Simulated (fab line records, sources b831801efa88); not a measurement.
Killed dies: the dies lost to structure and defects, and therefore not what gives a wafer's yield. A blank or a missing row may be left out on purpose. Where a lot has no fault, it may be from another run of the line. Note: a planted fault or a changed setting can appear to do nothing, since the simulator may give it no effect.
fab line records    flow sfq-line
[record] lots = 5  wafers = 15  last-day = 79
route steps=325 shown I4@170 JJ@178 M5@198 A5B@209 R5@225
lots that met no fault: from a run of the same line without faults
start-h: start of the lot's first displayed wafer, in hours after the record's first day    wait-h: how many hours have passed since the lot's step before this one    " repeats the value in the row above    L1.1+2: a single row standing in for several wafers    - no value present, or no start provided    * or withheld: withheld    < > ~ a bound
route shown NAME@n: NAME is a module with steps in the file, n the number in the route of the first one    usual: mean/standard deviation of fault-free wafers    same: alike in all rows    chamber/n: place in a boat    sites: per-site readings    _std_site: their standard deviation    _edge_site: the outer-site mean with the inner-site mean subtracted    radius-mm: how far each site lies from the wafer's centre    mask NAME#n: copy n    behind: the most recent tool/chamber to have shaped the wafer    hold: why the lot was held/for how many hours/how that ended    device: which transistor (n, p or np) failed to switch    end of line: the tests these same wafers got at the end of their route    for a step that has no rows: nothing shown but its recipe    killed: the dies lost at the first sort to structure and to defects; this is not the yield of the wafer    map: dies across one wafer; x = killed, . = not, _ = none there
set.NAME: the setting as run; set.NAME@STEP: as run at that earlier step    model.NAME: the simulator's own value behind a step, which no gauge read
lots at selected steps of the route; one table per step, one row per wafer
services: from which hour (start-h, from the record's first day; less than 0 if before it) a tool's chamber was out of use, for how many hours, and why
[[steps]]
[step SFQ_TRILAYER_I4_VIA_LITHO_EXPOSE_104]
[recipe] mask-id = I4  na = 0.6  source-shape = conventional  sigma-outer = 0.65  target-cd-nm = 700  dose-mj = 21.3
[step SFQ_TRILAYER_I4_VIA_LITHO_PEB_106]
[recipe] peb-temp-c = 115  peb-time-s = 60  resist = KrF
[step SFQ_TRILAYER_I4_VIA_LITHO_DEVELOP_105]
[recipe] time-s = 60  resist = KrF
[step SFQ_I4_OVL_MEAS_928]
[usual] I4_OVL = -1/5.4
lot.wafer  tool        chamber  start-h  wait-h  I4_OVL[nm]
L876.1     overlay-02  -        1056.13  0.1     -3
L876.2     "           -        "        "       -1
L876.6     "           -        "        "       2
L879.1     overlay-01  -        1080.15  0.1     -11
L879.2     "           -        "        "       -1
L879.5     "           -        "        "       -4
L883.1     overlay-01  -        1247.02  0.1     -14
L883.3     "           -        "        "       -13
L883.5     "           -        "        "       -11
L889.2     overlay-02  -        1361.83  0.1     1
L889.4     "           -        "        "       0
L889.6     "           -        "        "       0
L893.3     overlay-01  -        1527.07  0.1     -2
L893.5     "           -        "        "       -3
L893.6     "           -        "        "       3
[step SFQ_TRILAYER_I4_VIA_BARC_OPEN_VIA_ETCH_146]
[recipe] mask-material = PR  chemistry = O2  target-depth-nm = 125  target = BARC  source-w = 500  bias-w = 80  pressure-mtorr = 30  time-s = 41.7
[step SFQ_TRILAYER_I4_VIA_ETCH_VIA_ETCH_106]
[recipe] target = SiO2  stop-on = Nb  mask-material = PR  taper-deg = 20  chemistry = CHF3  target-depth-nm = 260  source-w = 500  bias-w = 80  pressure-mtorr = 30  time-s = withheld
[usual] bias-w = 79.97/0.24  drypump-motor-current-A = 5.7/0.45  oes-product-au = 0.852/0.0056
lot.wafer  tool         chamber  start-h  wait-h  bias-w  drypump-motor-current-A  oes-product-au
L876.1     rie-diel-02  0        1056.21  0.0     79.85   4.8                      0.855
L876.2     "            3        "        "       80.20   6.1                      0.853
L876.6     "            3        "        "       80.19   6.1                      0.857
L879.1     rie-diel-02  1        1080.22  0.0     79.78   5.7                      0.850
L879.2     "            3        "        "       80.00   6.1                      0.850
L879.5     "            1        "        "       80.15   5.7                      0.856
L883.1     rie-diel-02  2        1247.10  0.0     79.50   5.3                      0.859
L883.3     "            1        "        "       80.04   5.7                      0.861
L883.5     "            2        "        "       80.12   5.2                      0.840
L889.2     rie-diel-01  0        1361.90  0.0     79.83   5.5                      0.849
L889.4     "            2        "        "       80.09   5.3                      0.848
L889.6     "            3        "        "       80.20   6.3                      0.850
L893.3     rie-diel-03  1        1527.13  0.0     80.12   5.6                      0.854
L893.5     "            3        "        "       79.66   6.2                      0.851
L893.6     "            0        "        "       79.65   5.2                      0.856
[step SFQ_TRILAYER_I4_VIA_STRIP_STRIP_107]
[recipe] gas = O2  power-w = 200  platen-temp-c = 40  overash-fraction = 0.65  chemistry = O2  pressure-mtorr = 50
[step SFQ_TRILAYER_I4_VIA_STRIP_SOLV_CLEAN_108]
[recipe] chemistry = NMP  temp-c = 70  time-s = 600
[step SFQ_TRILAYER_JJ_TRILAYER_DEP_PRE_CLEAN_113]
[recipe] gas = Ar  time-s = 22.5  bias-v = 250
[step SFQ_TRILAYER_JJ_TRILAYER_DEP_SPUTTER_109]
[recipe] material = Nb  base-pressure-pa = 1.33e-06  chamber-pressure-pa = 0.1333  substrate-temp-c = 20  target-thk-nm = 150  power-w = 2000  time-s = 100
[step SFQ_TRILAYER_JJ_TRILAYER_DEP_SPUTTER_110]
[recipe] material = Al  base-pressure-pa = 1.33e-06  target-thk-nm = 8  power-w = 500  time-s = 10  chamber-pressure-pa = 0.4
[step SFQ_TRILAYER_JJ_TRILAYER_DEP_AL_OXIDATION_111]
[recipe] pressure-mbar = 0.014667  oxidation-time-s = 600  temperature-k = 293
[step SFQ_TRILAYER_JJ_TRILAYER_DEP_SPUTTER_112]
[recipe] material = Nb  base-pressure-pa = 1.33e-06  chamber-pressure-pa = 0.1333  substrate-temp-c = 20  target-thk-nm = 170  power-w = 2000  time-s = 113.3
[usual] base-pressure-pa = 1.33e-06/8.4e-08  chamber-pressure-pa = 0.13335/0.00027  substrate-temp-c = 19.98/0.1  throttle-valve-pct = 29.7/1.1
lot.wafer  tool            chamber  start-h  wait-h  base-pressure-pa  chamber-pressure-pa  substrate-temp-c  throttle-valve-pct  model.Nb_of_TRILAYER_JJ_TRILAYER_DEP_SPUTTER_112.thk-nm
L876.1     pvd-sputter-04  -        1058.22  0.5     1.48e-06          0.13363              20.09             29.9                170.4
L876.2     "               -        "        "       1.25e-06          0.13357              19.80             30.4                171.2
L876.6     "               -        "        "       1.33e-06          0.13356              19.90             30.6                173.8
L879.1     pvd-sputter-06  -        1082.23  0.5     1.18e-06          0.1333               20.01             28.3                169.9
L879.2     "               -        "        "       1.21e-06          0.13346              20.03             27.6                172.2
L879.5     "               -        "        "       1.33e-06          0.13331              20.10             28.4                170.4
L883.1     pvd-sputter-06  -        1249.11  0.5     1.18e-06          0.13333              20.09             28.9                170
L883.3     "               -        "        "       1.34e-06          0.13327              20.17             30.8                171.7
L883.5     "               -        "        "       1.24e-06          0.133                19.99             28.2                202.1
L889.2     pvd-sputter-04  -        1364.12  0.5     1.25e-06          0.13276              19.85             29.1                169
L889.4     "               -        "        "       1.27e-06          0.13357              19.93             29.6                167.8
L889.6     "               -        "        "       1.33e-06          0.1333               19.94             31.5                167.5
L893.3     pvd-sputter-04  -        1529.76  0.5     1.36e-06          0.13339              20.07             29.0                169.2
L893.5     "               -        "        "       1.34e-06          0.13359              20.18             29.3                169.4
L893.6     "               -        "        "       1.19e-06          0.13351              19.99             29.6                168.8
[step SFQ_JJ_RS_MEAS_929]
[recipe] thk-meas-gauge = four-point-probe  reads = Nb_of_TRILAYER_JJ_TRILAYER_DEP_SPUTTER_112
[usual] JJ_NB_RS = 1.046/0.011
lot.wafer  tool           chamber  start-h  wait-h  JJ_NB_RS[ohm/sq]
L876.1     film-metro-01  -        1058.30  0.0     1.047
L876.2     "              -        "        "       1.045
L876.6     "              -        "        "       1.026
L879.1     film-metro-04  -        1082.31  0.0     1.048
L879.2     "              -        "        "       1.034
L879.5     "              -        "        "       1.046
L883.1     film-metro-01  -        1249.19  0.0     1.050
L883.3     "              -        "        "       1.040
L883.5     "              -        "        "       0.882
L889.2     film-metro-02  -        1364.22  0.1     1.054
L889.4     "              -        "        "       1.063
L889.6     "              -        "        "       1.063
L893.3     film-metro-04  -        1529.88  0.1     1.052
L893.5     "              -        "        "       1.051
L893.6     "              -        "        "       1.054
[step SFQ_TRILAYER_JJ_CE_LITHO_COAT_119]
[recipe] resist = BARC  spin-rpm = 3000  resist-thk-nm = 62
[step SFQ_TRILAYER_JJ_CE_LITHO_COAT_114]
[recipe] resist = KrF  spin-rpm = 3000  resist-thk-nm = 600
[step SFQ_TRILAYER_JJ_CE_LITHO_SOFTBAKE_118]
[recipe] temp-c = withheld  time-s = withheld  resist = KrF
[step SFQ_TRILAYER_JJ_CE_LITHO_EXPOSE_115]
[recipe] mask-id = J5  na = 0.6  source-shape = conventional  sigma-outer = 0.65  target-cd-nm = 700  dose-mj = 14.4
[step SFQ_TRILAYER_JJ_CE_LITHO_PEB_117]
[recipe] peb-temp-c = 115  peb-time-s = 60  resist = KrF
[step SFQ_TRILAYER_JJ_CE_LITHO_DEVELOP_116]
[recipe] time-s = 60  resist = KrF
[step SFQ_JJ_OVL_MEAS_931]
[usual] J5_OVL = 0/6.1
lot.wafer  tool        chamber  start-h  wait-h  J5_OVL[nm]
L876.1     overlay-01  -        1174.40  0.1     -8
L876.2     "           -        "        "       -4
L876.6     "           -        "        "       -11
L879.1     overlay-01  -        1188.17  0.1     -5
L879.2     "           -        "        "       -2
L879.5     "           -        "        "       4
L883.1     overlay-02  -        1274.72  0.1     -1
L883.3     "           -        "        "       0
L883.5     "           -        "        "       -2
L889.2     overlay-02  -        1511.34  0.1     5
L889.4     "           -        "        "       6
L889.6     "           -        "        "       3
L893.3     overlay-02  -        1538.49  0.1     -3
L893.5     "           -        "        "       -4
L893.6     "           -        "        "       -4
[step SFQ_TRILAYER_JJ_CE_METRO_MEASURE_117]
[usual] cd-nm = 699.9/1.3
lot.wafer  tool       chamber  start-h  wait-h  cd-nm
L876.1     cd-sem-02  -        1174.43  0.0     699.8
L876.2     "          -        "        "       699.7
L876.6     "          -        "        "       698.4
L879.1     cd-sem-01  -        1188.20  0.0     701.9
L879.2     "          -        "        "       702.3
L879.5     "          -        "        "       701.4
L883.1     cd-sem-02  -        1274.76  0.0     698.1
L883.3     "          -        "        "       697.9
L883.5     "          -        "        "       696.9
L889.2     cd-sem-01  -        1511.57  0.2     700.1
L889.4     "          -        "        "       700.6
L889.6     "          -        "        "       701.1
L893.3     cd-sem-01  -        1538.92  0.4     700.0
L893.5     "          -        "        "       698.6
L893.6     "          -        "        "       699.3
[step SFQ_TRILAYER_JJ_CE_BARC_OPEN_RIE_150]
[recipe] mask-material = PR  chemistry = O2  target-depth-nm = 240  target = BARC  icp-w = 600  bias-w = 80  pressure-mtorr = 10  time-s = 80
[step SFQ_TRILAYER_JJ_CE_ETCH_RIE_118]
[recipe] target = Nb  stop-on = Al2O3  mask-material = PR  taper-deg = 13.257  over-etch-frac = 0.15  time-s = 97.7  chemistry = SF6  target-depth-nm = 170  icp-w = 600  bias-w = 80  pressure-mtorr = 10
[step SFQ_TRILAYER_JJ_ANODIZE_ANODIZE_119]
[recipe] current-density-ma-cm2 = withheld  end-current-density-ma-cm2 = withheld  bath-temp-c = withheld
[step SFQ_TRILAYER_JJ_CE_STRIP_STRIP_120]
[recipe] gas = O2  power-w = 200  platen-temp-c = 40  overash-fraction = 0.65  chemistry = O2  pressure-mtorr = 50
[step SFQ_TRILAYER_JJ_CE_STRIP_SOLV_CLEAN_121]
[recipe] chemistry = NMP  temp-c = 70  time-s = 600
[step SFQ_TRILAYER_M5_LITHO_COAT_128]
[recipe] resist = BARC  spin-rpm = 3000  resist-thk-nm = 62
[step SFQ_TRILAYER_M5_LITHO_COAT_123]
[recipe] resist = KrF  spin-rpm = 3000  resist-thk-nm = 600
[step SFQ_TRILAYER_M5_LITHO_SOFTBAKE_127]
[recipe] temp-c = withheld  time-s = withheld  resist = KrF
[step SFQ_TRILAYER_M5_LITHO_EXPOSE_124]
[recipe] mask-id = M5  na = 0.6  source-shape = conventional  sigma-outer = 0.65  target-cd-nm = 700  dose-mj = 14.4
[step SFQ_TRILAYER_M5_LITHO_PEB_126]
[recipe] peb-temp-c = 115  peb-time-s = 60  resist = KrF
[step SFQ_TRILAYER_M5_LITHO_DEVELOP_125]
[recipe] time-s = 60  resist = KrF
[step SFQ_M5_OVL_MEAS_932]
[usual] M5_OVL = 0/5.1
lot.wafer  tool        chamber  start-h  wait-h  M5_OVL[nm]
L876.1     overlay-02  -        1179.97  0.1     1
L876.2     "           -        "        "       -2
L876.6     "           -        "        "       -4
L879.1     overlay-01  -        1318.25  0.1     5
L879.2     "           -        "        "       -1
L879.5     "           -        "        "       -3
L883.1     overlay-02  -        1387.52  0.1     -5
L883.3     "           -        "        "       -4
L883.5     "           -        "        "       -6
L889.2     overlay-02  -        1531.29  0.1     -5
L889.4     "           -        "        "       -5
L889.6     "           -        "        "       -4
L893.3     overlay-01  -        1545.43  0.1     5
L893.5     "           -        "        "       1
L893.6     "           -        "        "       4
[step SFQ_TRILAYER_M5_BARC_OPEN_METAL_ETCH_161]
[recipe] mask-material = PR  chemistry = O2  target-depth-nm = 125  target = BARC  icp-w = 600  bias-w = 80  pressure-mtorr = 10  time-s = 41.7
[usual] bias-w = 80.00/0.23  drypump-motor-current-A = 5.9/0.52  he-backside-leak-sccm = 3.38/0.22  oes-product-au = 0.685/0.0044
lot.wafer  tool          chamber  start-h  wait-h  bias-w  drypump-motor-current-A  he-backside-leak-sccm  oes-product-au  rf-hours-counter-h
L876.1     rie-metal-03  1        1180.01  0.0     79.91   6.4                      3.42                   0.683           140
L876.2     "             0        "        "       79.80   6.3                      3.23                   0.689           152
L876.6     "             0        "        "       80.25   6.3                      3.57                   0.685           -
L879.1     rie-metal-04  1        1318.29  0.0     79.50   5.0                      3.72                   0.692           88
L879.2     "             0        "        "       79.78   6.2                      3.27                   0.687           122
L879.5     "             0        "        "       79.62   6.2                      3.51                   0.692           -
L883.1     rie-metal-01  0        1387.55  0.0     79.77   5.9                      3.24                   0.697           116
L883.3     "             0        "        "       79.79   5.9                      3.22                   0.689           -
L883.5     "             1        "        "       80.07   6.0                      3.22                   0.686           -
L889.2     rie-metal-01  1        1531.34  0.0     79.87   6.1                      2.96                   0.673           -
L889.4     "             1        "        "       79.75   6.1                      3.17                   0.683           -
L889.6     "             1        "        "       79.83   6.0                      2.96                   0.684           -
L893.3     rie-metal-01  1        1545.48  0.0     80.09   6.0                      3.10                   0.683           -
L893.5     "             0        "        "       79.94   5.9                      3.10                   0.682           -
L893.6     "             1        "        "       80.26   6.0                      3.24                   0.681           -
[step SFQ_TRILAYER_M5_ETCH_METAL_ETCH_126]
[recipe] target = Nb  stop-on = SiO2  mask-material = PR  over-etch-frac = 0.15  time-s = 203.2  chemistry = Cl2/BCl3  target-depth-nm = 265  icp-w = 600  bias-w = 80  pressure-mtorr = 10
[step SFQ_TRILAYER_M5_STRIP_STRIP_127]
[recipe] gas = O2  power-w = 200  platen-temp-c = 40  overash-fraction = 0.65  chemistry = O2  pressure-mtorr = 50
[usual] drypump-motor-current-A = 5.9/0.52  he-backside-leak-sccm = 3.4/0.4  oes-product-au = 0.994/0.0082
lot.wafer  tool          chamber  start-h  wait-h  drypump-motor-current-A  he-backside-leak-sccm  oes-product-au  rf-hours-counter-h
L876.1     rie-metal-03  1        1180.26  0.1     6.5                      3.5                    0.987           140
L876.2     "             0        "        "       6.3                      3.4                    0.996           152
L876.6     "             0        "        "       6.3                      3.3                    0.985           -
L879.1     rie-metal-04  1        1318.54  0.1     5.0                      3.6                    1.004           88
L879.2     "             0        "        "       6.2                      3.5                    0.997           122
L879.5     "             0        "        "       6.2                      3.4                    1.000           -
L883.1     rie-metal-01  0        1387.81  0.1     5.8                      3.3                    0.996           116
L883.3     "             0        "        "       5.8                      3.2                    1.002           -
L883.5     "             1        "        "       6.1                      3.0                    0.987           -
L889.2     rie-metal-01  1        1532.03  0.5     6.0                      3.3                    0.994           -
L889.4     "             1        "        "       6.1                      3.1                    0.999           -
L889.6     "             1        "        "       6.1                      3.3                    0.996           -
L893.3     rie-metal-01  1        1545.91  0.3     6.0                      3.3                    0.989           -
L893.5     "             0        "        "       5.8                      3.3                    0.996           -
L893.6     "             1        "        "       6.1                      3.3                    1.000           -
[step SFQ_TRILAYER_M5_STRIP_SOLV_CLEAN_128]
[recipe] chemistry = NMP  temp-c = 70  time-s = 600
[step SFQ_TRILAYER_A5B_DEP_PECVD_129]
[recipe] material = SiO2  temp-c = 150  time-s = 133.33  pressure-torr = 2.4  rf-w = 183.3  precursor = SiH4/N2O  target-thk-nm = 600
[step SFQ_TRILAYER_A5B_CMP_CMP_130]
[recipe] stop-on = Nb  down-force-psi = 3  platen-rpm = 60  target-thk-nm = 340.7
[step SFQ_TRILAYER_A5B_METRO_MEASURE_131]
[usual] thk-nm = 337/6.8
lot.wafer  tool           chamber  start-h  wait-h  thk-nm
L876.1     film-metro-03  -        1188.83  1.0     337
L876.2     "              -        "        "       339
L876.6     "              -        "        "       330
L879.1     film-metro-04  -        1322.42  2.0     331
L879.2     "              -        "        "       337
L879.5     "              -        "        "       332
L883.1     film-metro-04  -        1391.67  2.0     341
L883.3     "              -        "        "       341
L883.5     "              -        "        "       336
L889.2     film-metro-04  -        1544.09  1.2     345
L889.4     "              -        "        "       336
L889.6     "              -        "        "       345
L893.3     film-metro-01  -        1568.52  2.4     335
L893.5     "              -        "        "       321
L893.6     "              -        "        "       337
[step SFQ_TRILAYER_R5_ETCH_METAL_ETCH_139]
[recipe] stop-on = SiO2  mask-material = PR  chemistry = Cl2  target-depth-nm = 60  icp-w = 600  bias-w = 80  pressure-mtorr = 10  time-s = 40
[usual] bias-w = 80.03/0.24  drypump-motor-current-A = 5.9/0.63  he-backside-leak-sccm = 3.37/0.25  oes-product-au = 0.987/0.0059
lot.wafer  tool          chamber  start-h  wait-h  bias-w  drypump-motor-current-A  he-backside-leak-sccm  oes-product-au  rf-hours-counter-h  model.Nb_of_TRILAYER_JJ_TRILAYER_DEP_SPUTTER_112.thk-nm
L876.1     rie-metal-02  0        1317.15  0.0     80.10   4.8                      3.52                   0.988           10                  160.3
L876.2     "             1        "        "       79.95   6.0                      3.45                   0.979           113                 161.4
L876.6     "             1        "        "       80.01   6.0                      3.57                   0.979           -                   164.1
L879.1     rie-metal-02  0        1326.97  0.0     79.93   4.9                      3.52                   0.993           11                  159.6
L879.2     "             1        "        "       80.08   6.0                      3.52                   0.990           114                 162.3
L879.5     "             0        "        "       79.82   4.8                      3.38                   0.997           -                   160.2
L883.1     rie-metal-03  0        1408.72  0.0     80.07   6.3                      3.19                   0.987           27                  160.2
L883.3     "             0        "        "       80.21   6.3                      3.06                   0.986           -                   161.9
L883.5     "             1        "        "       80.06   6.5                      3.24                   0.989           -                   192.2
L889.2     rie-metal-04  1        1547.92  0.0     79.66   5.1                      3.80                   0.992           126                 159.3
L889.4     "             1        "        "       79.57   5.0                      3.72                   0.985           -                   158
L889.6     "             1        "        "       79.78   5.0                      3.70                   0.981           -                   157.7
L893.3     rie-metal-04  1        1571.96  0.0     80.24   5.0                      3.90                   0.978           -                   159.3
L893.5     "             0        "        "       80.29   6.2                      3.21                   0.985           -                   159.4
L893.6     "             1        "        "       80.03   5.1                      3.67                   0.984           -                   159
[[services]]
tool            chamber  start-h  hours  kind
film-metro-04   -        1051.66  0.6    pm
cd-sem-01       -        1053.15  0.7    pm
cd-sem-01       -        1064.47  2.3    pm
cd-sem-01       -        1069.05  0.2    pm
rie-metal-01    -        1082.09  14.6   pm
rie-diel-02     3        1084.79  1.5    repair
rie-metal-03    1        1107.29  2.8    repair
rie-metal-01    -        1154.84  28.1   pm
cd-sem-01       -        1165.42  0.8    pm
rie-diel-02     3        1188.11  5.9    repair
rie-metal-01    -        1192.43  0.6    repair
rie-diel-02     -        1202.74  28.1   pm
pvd-sputter-04  -        1205.86  13.4   repair
film-metro-04   -        1210.79  2.3    pm
rie-metal-01    -        1212.10  2.8    pm
film-metro-04   -        1232.13  3.1    pm
cd-sem-01       -        1237.21  3.4    pm
rie-metal-01    1        1237.91  19.5   repair
rie-diel-02     3        1241.09  19.1   repair
cd-sem-01       -        1253.05  0.7    pm
rie-metal-04    0        1256.47  6.9    repair
cd-sem-01       -        1257.66  77.6   pm
rie-metal-03    0        1293.40  11.5   repair
rie-metal-04    -        1375.47  2.8    pm
[[key]]
[first-sign] step = SFQ_JJ_RS_MEAS_929  reading = JJ_NB_RS  direction = down  sigmas = 15  usual = 1.046  struck = 0.882
effect none on later readings
[model-effect] step = SFQ_TRILAYER_JJ_TRILAYER_DEP_SPUTTER_112  value = Nb_of_TRILAYER_JJ_TRILAYER_DEP_SPUTTER_112.thk-nm  without = 169.7  struck = 202.1
[model-effect] step = SFQ_TRILAYER_R5_ETCH_METAL_ETCH_139  value = Nb_of_TRILAYER_JJ_TRILAYER_DEP_SPUTTER_112.thk-nm  without = 159.8  struck = 192.2
met-at SFQ_TRILAYER_JJ_TRILAYER_DEP_SPUTTER_112
struck-wafers L883.5
onset-between 1082.23 1249.11
[fault] kind = process-parameter-drift  tool = pvd-sputter-06  chamber = -  onset-h = 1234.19  steps = SFQ_TRILAYER_JJ_TRILAYER_DEP_SPUTTER_112  channel = time-s  offset = *  shape = step  end-h = 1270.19  scope = struck-wafers-only  acts-in = *  stated = *
